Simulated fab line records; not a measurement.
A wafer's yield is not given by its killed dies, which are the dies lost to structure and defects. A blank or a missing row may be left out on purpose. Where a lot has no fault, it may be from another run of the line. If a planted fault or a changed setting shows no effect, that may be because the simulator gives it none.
Which of the tools did it? -- flow gf180mcu -- 6 lots with 18 wafers sampled at 3 steps, on a route of 602 steps

== WHAT THE GAUGES READ, wafer by wafer ==
GF_PSD_RS_MEAS_14: the measuring method here is four-point-probe.
lot,measured,on,NSD_RS (ohm/sq)
L205,day 14 21:40,filmMetro-04,46.41 46.45 46.36
L209,day 16 04:11,filmMetro-04,46.05 46.10 46.04
L212,day 17 09:23,filmMetro-01,46.02 46.00 45.91
L219,day 19 21:49,filmMetro-03,42.87 43.07 42.80
L224,day 21 12:59,filmMetro-01,46.06 46.10 46.12
L227,day 22 06:47,filmMetro-03,46.04 46.10 46.12

== WHICH TOOL RAN EACH LOT (tool, then ch and the chambers of the sampled wafers, then the start) ==
lot,GF_HV_LDD_STRIP_22,GF_PSD_RTA_13
L205,"plasmaAsher-01 ch 0,1, day 11 09:42","rtpAnneal-02 ch 0, day 14 21:35"
L209,"plasmaAsher-01 ch 0,1, day 12 12:06","rtpAnneal-01 ch 0, day 16 04:06"
L212,"plasmaAsher-03 ch 0,1, day 13 13:57","rtpAnneal-01 ch 0, day 17 09:18"
L219,"plasmaAsher-03 ch 1, day 15 19:11","rtpAnneal-02 ch 0, day 19 21:39"
L224,"plasmaAsher-03 ch 0,1, day 17 06:05","rtpAnneal-01 ch 0, day 21 12:55"
L227,"plasmaAsher-01 ch 0,1, day 18 01:33","rtpAnneal-01 ch 0, day 22 06:42"
- GF_HV_LDD_STRIP_22: strips in O2/N2.
- GF_PSD_RTA_13: time 20 s.

== THE ANSWER, worked out from the rows above alone ==
Rule: the lots themselves supply what counts as usual. Put in order of their means at a reading, lots are off if they are a third of the lots or fewer, leave a main group of 4 or more, and stand apart from it by a gap of 3 or more times the standard deviation of the main group's means; of several such gaps the widest counts. A main group whose means are all the same, to the digits that the tables above print for the reading, isn't used. A lot without any number at a reading at which 4 lots or more have one is off too. Any other lot the step has rows for is counted as sound.
Off: at GF_PSD_RS_MEAS_14 (NSD_RS), L219. Mean 46.13 ohm/sq and standard deviation 0.15 in the main group.
If a tool, at a process step before that reading, ran all the lots that are off and no sound lot after the first of them, it fits. Those tools and the gauges at GF_PSD_RS_MEAS_14 are tried in the same way. One fits: rtpAnneal-02 at GF_PSD_RTA_13. A fault onset in the window from L205 (day 14 21:35, its last sound lot) to L219 (day 19 21:39, its first lot off) fits.

== WHAT HAD BEEN PUT IN BY THE SIMULATOR ==
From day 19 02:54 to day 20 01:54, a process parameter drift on rtpAnneal-02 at GF_PSD_RTA_13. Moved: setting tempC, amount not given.
Lots struck among those shown: L219. The rule above reached the same finding.
